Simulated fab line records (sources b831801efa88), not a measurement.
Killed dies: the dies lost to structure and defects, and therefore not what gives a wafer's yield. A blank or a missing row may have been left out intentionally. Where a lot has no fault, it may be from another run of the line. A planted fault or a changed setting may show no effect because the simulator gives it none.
Matching of chambers :: flow gf180mcu :: 4 sister chambers for GF_V4_CMP_04 on cmp-01
The step polishes SiO2. 4 wafers are shown with their chamber, then 12 later ones without.

WAFERS, EACH WITH ITS CHAMBER
wafer: L087.6
chamber: 0
motor current A (A): 10.7

wafer: L089.4
chamber: 1
motor current A (A): 14.1

wafer: L090.1
chamber: 2
motor current A (A): 13.3

wafer: L090.5
chamber: 3
motor current A (A): 11.7

WAFERS WITHOUT THEIR CHAMBER
wafer: L093.2
motor current A (A): 10.2

wafer: L093.3
motor current A (A): 12.2

wafer: L093.4
motor current A (A): 12.7

wafer: L096.2
motor current A (A): 13.4

wafer: L096.4
motor current A (A): 10.8

wafer: L096.5
motor current A (A): 14.0

wafer: L097.1
motor current A (A): 10.7

wafer: L097.2
motor current A (A): 13.0

wafer: L097.6
motor current A (A): 10.6

wafer: L097.3
motor current A (A): 14.1

wafer: L097.4
motor current A (A): 12.5

wafer: L097.5
motor current A (A): 13.4

EACH ONE'S CHAMBER
wafer: L093.2
from the rows above: 0
in truth: 0

wafer: L093.3
from the rows above: can't be placed: 3 or 2
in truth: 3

wafer: L093.4
from the rows above: can't be placed: 2 or 3
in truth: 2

wafer: L096.2
from the rows above: can't be placed: 2 or 1
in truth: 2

wafer: L096.4
from the rows above: 0
in truth: 0

wafer: L096.5
from the rows above: can't be placed: 1 or 2
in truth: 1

wafer: L097.1
from the rows above: 0
in truth: 0

wafer: L097.2
from the rows above: 2
in truth: 2

wafer: L097.6
from the rows above: 0
in truth: 0

wafer: L097.3
from the rows above: 1
in truth: 1

wafer: L097.4
from the rows above: can't be placed: 2 or 3
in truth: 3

wafer: L097.5
from the rows above: can't be placed: 2 or 1
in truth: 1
6 of 12 placed correctly. Not placeable from these rows: 6 (in 6, the candidates include the true chamber). Number placed wrongly: 0.
How it was worked out, from the rows above alone: a wafer's distance from a chamber is the root of the sum, over the readings, of the square of ((its reading less the chamber's mean) divided by the reading's scatter). The wafer belongs to the nearest chamber; if the next one is less than 2 further off, it can't be placed. Each chamber's mean is taken over the wafers shown for it. The scatter: with one shown wafer a chamber, the root of the mean of the squares of how far each hidden wafer lies from its nearest shown one.
